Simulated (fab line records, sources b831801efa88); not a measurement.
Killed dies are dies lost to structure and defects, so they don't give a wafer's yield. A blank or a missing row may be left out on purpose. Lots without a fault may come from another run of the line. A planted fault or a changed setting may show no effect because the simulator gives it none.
Which tool did it? | flow gf180mcu | 14 lots, 42 wafers sampled, at 4 steps of a route of 602

WHAT THE GAUGES READ, wafer by wafer
GF_SAB_CD_MEAS_09: target cd 420 nm.
lot  | measured     | on        | cd_nm (nm)
L772 | day 14 08:13 | cd_sem-01 | 420.4 421.3 422.6
L773 | day 14 13:44 | cd_sem-01 | 418.5 420.8 419.2
L775 | day 15 09:11 | cd_sem-02 | 417.0 418.7 418.6
L778 | day 18 16:23 | cd_sem-01 | 419.8 421.1 420.1
L782 | day 18 23:43 | cd_sem-01 | 420.9 423.6 424.2
L781 | day 19 03:54 | cd_sem-01 | 420.8 421.3 421.6
L784 | day 19 06:53 | cd_sem-01 | 420.8 422.9 421.8
L786 | day 20 19:30 | cd_sem-01 | 420.7 420.0 421.1
L787 | day 20 21:21 | cd_sem-01 | 418.1 419.7 417.0
L788 | day 21 03:58 | cd_sem-02 | 419.3 420.6 417.6
L789 | day 21 16:16 | cd_sem-02 | 417.6 418.5 418.3
L790 | day 22 03:37 | cd_sem-01 | 415.0 416.5 416.6
L792 | day 22 20:31 | cd_sem-02 | 422.4 422.3 423.3
L791 | day 22 21:40 | cd_sem-02 | 419.4 419.5 423.4

GF_CONTACT_CD_MEAS_14: target cd 220 nm.
lot  | measured     | on        | cd_nm (nm)
L772 | day 15 06:41 | cd_sem-01 | 218.3 220.6 218.4
L773 | day 15 12:21 | cd_sem-02 | 220.2 221.1 221.0
L775 | day 16 08:27 | cd_sem-01 | 220.6 220.6 220.6
L778 | day 19 18:58 | cd_sem-01 | 221.0 219.3 219.1
L782 | day 20 02:21 | cd_sem-01 | 219.1 219.7 220.2
L781 | day 20 05:42 | cd_sem-01 | 220.4 220.9 220.9
L784 | day 20 09:18 | cd_sem-01 | 218.6 218.2 219.1
L786 | day 21 21:05 | cd_sem-01 | 221.1 223.8 221.4
L787 | day 21 23:03 | cd_sem-01 | 221.9 222.1 221.8
L788 | day 22 05:35 | cd_sem-02 | 223.1 221.7 222.8
L789 | day 22 17:36 | cd_sem-01 | 219.9 218.9 221.0
L790 | day 23 04:33 | cd_sem-02 | 217.6 218.2 216.7
L792 | day 23 20:23 | cd_sem-01 | 217.4 217.9 217.9
L791 | day 23 21:31 | cd_sem-02 | 219.9 218.7 220.0

WHICH TOOL RAN EACH LOT (tool, then ch and the chambers of the sampled wafers, then the start)
lot  | GF_SALICIDE_RTA_08               | GF_CONTACT_CVD_02
L772 | rtp_anneal-02 ch 0, day 14 09:08 | pecvd-03 ch 0,1,2, day 14 09:20
L773 | rtp_anneal-02 ch 0, day 14 14:41 | pecvd-03 ch 0,1,2, day 14 14:53
L775 | rtp_anneal-02 ch 0, day 15 10:07 | pecvd-03 ch 0,1, day 15 10:19
L778 | rtp_anneal-02 ch 0, day 18 17:19 | pecvd-03 ch 0,1, day 18 17:31
L782 | rtp_anneal-02 ch 0, day 19 00:39 | pecvd-01 ch 0,1,2, day 19 00:50
L781 | rtp_anneal-01 ch 0, day 19 04:51 | pecvd-02 ch 0,1, day 19 05:03
L784 | rtp_anneal-02 ch 0, day 19 07:50 | pecvd-01 ch 0,2, day 19 08:01
L786 | rtp_anneal-02 ch 0, day 20 20:26 | pecvd-02 ch 1,2, day 20 20:40
L787 | rtp_anneal-02 ch 0, day 20 22:17 | pecvd-02 ch 0,1,2, day 20 22:28
L788 | rtp_anneal-02 ch 0, day 21 04:53 | pecvd-01 ch 0,2, day 21 05:05
L789 | rtp_anneal-01 ch 0, day 21 17:11 | pecvd-02 ch 0,1,2, day 21 17:23
L790 | rtp_anneal-01 ch 0, day 22 04:33 | pecvd-02 ch 0,1,2, day 22 04:45
L792 | rtp_anneal-01 ch 0, day 22 21:35 | pecvd-01 ch 0,2, day 22 21:47
L791 | rtp_anneal-01 ch 0, day 22 22:40 | pecvd-02 ch 0,1, day 22 22:52
- GF_SALICIDE_RTA_08: time 30 s.
- GF_CONTACT_CVD_02: deposits SiO2 from TEOS, target thk 860 nm, time 95.992 s.

WHAT THE TOOLS THEMSELVES READ (means of the sampled wafers that have a number; where no wafer has one, the mark that the record gives instead)
GF_SALICIDE_RTA_08.
lot  | tool          | lamp_power_pct (%) | run_length_s (s) | wafer_temp_C_max
L772 | rtp_anneal-02 | 15.1               | 58.42            | 803.3
L773 | rtp_anneal-02 | 15.1               | 58.34            | 803.2
L775 | rtp_anneal-02 | 15.1               | 58.44            | 802.8
L778 | rtp_anneal-02 | 15.1               | 58.23            | 803.2
L782 | rtp_anneal-02 | 15.1               | 58.23            | 804.2
L781 | rtp_anneal-01 | 19.8               | 58.69            | 804.0
L784 | rtp_anneal-02 | 15.1               | 58.49            | 803.0
L786 | rtp_anneal-02 | 15.1               | 58.20            | 802.7
L787 | rtp_anneal-02 | 15.1               | 93.42            | 802.9
L788 | rtp_anneal-02 | 15.1               | 93.16            | 803.1
L789 | rtp_anneal-01 | 19.8               | 58.60            | 803.9
L790 | rtp_anneal-01 | 19.8               | 58.64            | 803.4
L792 | rtp_anneal-01 | 19.8               | 58.48            | 804.1
L791 | rtp_anneal-01 | 19.8               | 58.60            | 803.6

GF_CONTACT_CVD_02.
lot  | tool     | heater_power_outer_w (W) | heater_power_w (W)
L772 | pecvd-03 | 418                      | 720
L773 | pecvd-03 | 455                      | 770
L775 | pecvd-03 | 426                      | 748
L778 | pecvd-03 | 398                      | 706
L782 | pecvd-01 | 366                      | 644
L781 | pecvd-02 | 414                      | 767
L784 | pecvd-01 | 440                      | 749
L786 | pecvd-02 | 311                      | 600
L787 | pecvd-02 | 370                      | 675
L788 | pecvd-01 | 346                      | 627
L789 | pecvd-02 | 393                      | 716
L790 | pecvd-02 | 406                      | 733
L792 | pecvd-01 | 345                      | 623
L791 | pecvd-02 | 433                      | 782

THE ANSWER, worked out from the rows above alone
Rule: what is usual is taken from the lots themselves. Put in order of their means at a reading, lots are off if they are a third of the lots or fewer, leave a main group of 4 or more, and stand apart from it by a gap of 3 or more times the standard deviation of the main group's means; of several such gaps the widest counts. A main group whose means are all the same, to the digits that the tables above print for the reading, isn't used. A lot without any number at a reading at which 4 lots or more have one is off too. The other lots that the step has rows for count as sound. The gauges are gone through in route order, then the tools' own readings, and for those a lot's mean is taken as printed above. The first step at which some lot is off is used, and at that step the reading that is off furthest; a lot without a number counts as furthest.
Off: L787, L788, at GF_SALICIDE_RTA_08 (run_length_s). The main group: mean 58.45 s, standard deviation 0.16.
A tool fits if, at that step or a process step before it, it ran every lot that is off, and no sound lot after the first of them. One fits: rtp_anneal-02 at GF_SALICIDE_RTA_08. Its last sound lot is L786 (day 20 20:26), its first lot that is off L787 (day 20 22:17): a fault that began between those two fits.
The tool's own readings at GF_SALICIDE_RTA_08 bear it out: on the lots that are off they differ by more than 5 times the standard deviation of the sound lots' means. run_length_s reads 93.29 s there against 58.45 s on the sound lots.

WHAT THE SIMULATOR HAD PUT IN
Process parameter drift: rtp_anneal-02, from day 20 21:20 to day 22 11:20, at GF_SALICIDE_RTA_08. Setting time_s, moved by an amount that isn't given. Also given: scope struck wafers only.
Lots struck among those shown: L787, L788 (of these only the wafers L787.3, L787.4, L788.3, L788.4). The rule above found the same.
